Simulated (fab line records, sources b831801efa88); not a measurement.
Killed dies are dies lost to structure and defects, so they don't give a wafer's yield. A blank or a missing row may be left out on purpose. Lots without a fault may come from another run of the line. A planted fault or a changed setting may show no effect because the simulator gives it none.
A struck lot beside a sound one | flow gf180mcu | 3 steps out of a route of 602
Sound: wafers L611.2, L611.3, L611.5. Struck: wafers L606.1, L606.2, L606.3. The cause comes at the end.
At each step with rows: each side's tool, then ch and its chambers, then its first start. Under that, the readings that differ: sound wafers | struck wafers | difference of the means | sigmas: that difference in standard deviations of wafers without a fault.
alike: readings whose means differ by less than 2 such deviations, and words and numbers that are the same on both sides. not compared: withheld readings, readings that some wafer has no value for, bounds like >300 that may hide the same value, and numbers for which the record gives no deviation and whose values overlap.
The two part at a step that has a row with sigmas, a row that says differs or no value, or rows on one side only. Numbers that don't overlap but have no deviation are shown without sigmas and don't part them. A reading that every wafer of one side lacks parts them only if that side has two wafers or more.

GF_STI_BOW_MEAS_00:
  sound on film_metro-02, day 4 23:01; struck on film_metro-02, day 3 22:00
  alike: INCOMING_BOW
GF_STI_OXIDATION_01: stabilise 600 s, purge 300 s, target thk 10 nm.
  sound on furnace-01 ch 0, day 5 00:32; struck on furnace-01, day 3 22:07
  no value came back on the struck wafers for ox_temp_c (C), ox_temp_c_max, zone_power_lower_pct (%); on the sound wafers ox_temp_c (C) reads 900.3 900.1 900.5
then, 1 step without rows for these wafers: GF_STI_CVD_03 (deposits Si3N4 from DCS/NH3, target thk 207.16 nm, time 3551 s).

WHERE THEY PART
Only at GF_STI_OXIDATION_01, within this record.

WHY: what the simulator had put in
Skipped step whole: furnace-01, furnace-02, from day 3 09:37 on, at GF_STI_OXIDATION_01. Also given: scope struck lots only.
